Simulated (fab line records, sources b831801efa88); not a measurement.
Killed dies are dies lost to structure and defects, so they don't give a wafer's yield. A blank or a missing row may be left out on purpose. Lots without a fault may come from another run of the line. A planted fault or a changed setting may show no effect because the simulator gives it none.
Tool commonality check | flow gf180mcu | 11 lots, 33 wafers sampled

WHY IT WAS OPENED
At GF_HV_LDD_THK_MEAS_57 the reading HV_LDD_CVD_56_THK is flagged on 2 of 11 lots. Wafers without a fault read 89.8 nm, standard deviation 0.78.
Rule: a lot is flagged when every wafer of it that has a number lies more than 4 standard deviations from that mean, or none has a number. The other lots count as sound.

lot  | measured     | on            | HV_LDD_CVD_56_THK (nm), wafer by wafer | flag
L503 | day 12 21:28 | film_metro-02 | 90.0 90.6 90.8                         |
L504 | day 13 03:01 | film_metro-03 | 89.9 89.5 90.0                         |
L505 | day 13 09:39 | film_metro-04 | 90.0 89.7 89.3                         |
L506 | day 13 21:15 | film_metro-02 | 89.5 90.0 91.0                         |
L508 | day 14 14:31 | film_metro-03 | 88.9 89.0 89.6                         |
L510 | day 15 17:37 | film_metro-04 | 89.8 89.5 90.1                         |
L514 | day 16 14:58 | film_metro-02 | 90.7 90.6 91.2                         |
L519 | day 18 10:14 | film_metro-03 | 90.1 89.6 89.3                         |
L520 | day 18 19:07 | film_metro-04 | 88.6 89.2 88.8                         |
L521 | day 19 07:56 | film_metro-02 | 75.0 75.3 74.4                         | FLAGGED
L523 | day 19 14:28 | film_metro-03 | 74.3 74.8 75.3                         | FLAGGED
The numbers of the flagged lots are 74.8 nm on average: -15.0 nm against the usual, or -19 standard deviations.

WHICH TOOL RAN EACH LOT
The record holds 2 process steps before the reading, out of a route of 602 steps. In each cell: the tool, then ch and the chambers that the sampled wafers went through, then the start.
lot  | flag    | GF_VT_IMPLANT_STRIP_42               | GF_HV_LDD_CVD_56
L503 |         | plasma_asher-04 ch 0,1, day 7 22:02  | lpcvd-01 ch 1, day 12 20:02
L504 |         | plasma_asher-04 ch 0,1, day 8 01:23  | lpcvd-02 ch 1, day 13 01:35
L505 |         | plasma_asher-01 ch 0,1, day 8 09:01  | lpcvd-02 ch 0, day 13 08:13
L506 |         | plasma_asher-02 ch 0,1, day 8 15:02  | lpcvd-02 ch 1, day 13 19:50
L508 |         | plasma_asher-01 ch 0,1, day 9 04:59  | lpcvd-01 ch 1, day 14 13:04
L510 |         | plasma_asher-04 ch 0,1, day 10 02:56 | lpcvd-01 ch 1, day 15 16:10
L514 |         | plasma_asher-02 ch 0,1, day 11 00:21 | lpcvd-02 ch 1, day 16 12:47
L519 |         | plasma_asher-04 ch 0,1, day 12 06:19 | lpcvd-01 ch 0, day 18 08:04
L520 |         | plasma_asher-01 ch 0,1, day 12 14:34 | lpcvd-01 ch 0, day 18 17:41
L521 | FLAGGED | plasma_asher-04 ch 0,1, day 12 21:24 | lpcvd-02 ch 1, day 19 05:47
L523 | FLAGGED | plasma_asher-01 ch 0,1, day 13 07:47 | lpcvd-02 ch 0, day 19 12:20
What these steps do:
- GF_VT_IMPLANT_STRIP_42: strips in O2/N2.
- GF_HV_LDD_CVD_56: deposits Si3N4 from DCS/NH3, target thk 90 nm, time 1543 s.
- GF_HV_LDD_THK_MEAS_57

FLAGGED OVER TOTAL, TOOL BY TOOL (the gauges that took the reading come last)
step                   | tool            | lots run | flagged | share of the flagged lots | sound lots run after its first flagged lot
GF_VT_IMPLANT_STRIP_42 | plasma_asher-01 | 4        | 1       | some                      | 0
GF_VT_IMPLANT_STRIP_42 | plasma_asher-02 | 2        | 0       | none                      | -
GF_VT_IMPLANT_STRIP_42 | plasma_asher-04 | 5        | 1       | some                      | 0
GF_HV_LDD_CVD_56       | lpcvd-01        | 5        | 0       | none                      | -
GF_HV_LDD_CVD_56       | lpcvd-02        | 6        | 2       | all                       | 0
GF_HV_LDD_THK_MEAS_57  | film_metro-02   | 4        | 1       | some                      | 0
GF_HV_LDD_THK_MEAS_57  | film_metro-03   | 4        | 1       | some                      | 0
GF_HV_LDD_THK_MEAS_57  | film_metro-04   | 3        | 0       | none                      | -

WHAT THE TABLE ALLOWS
1 row of the table ran every flagged lot: lpcvd-02 at GF_HV_LDD_CVD_56.
- lpcvd-02 at GF_HV_LDD_CVD_56: 2 of its 6 lots flagged. Its last sound lot is L514 (day 16 12:47), its first flagged lot L521 (day 19 05:47): a fault that began between those two fits. Its own readings lie more than 4 standard deviations out on every wafer of the flagged lots: spike_tc_centre_C, spike_tc_lower_C, spike_tc_upper_C, susceptor_temp_C.
One tool is left: lpcvd-02 at GF_HV_LDD_CVD_56.

WHAT THE SIMULATOR HAD PUT IN
Process parameter drift: lpcvd-02, from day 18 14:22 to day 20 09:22, at GF_HV_LDD_CVD_56. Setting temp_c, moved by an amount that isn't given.
Lots struck among those shown: L521, L523. The rule above found the same.
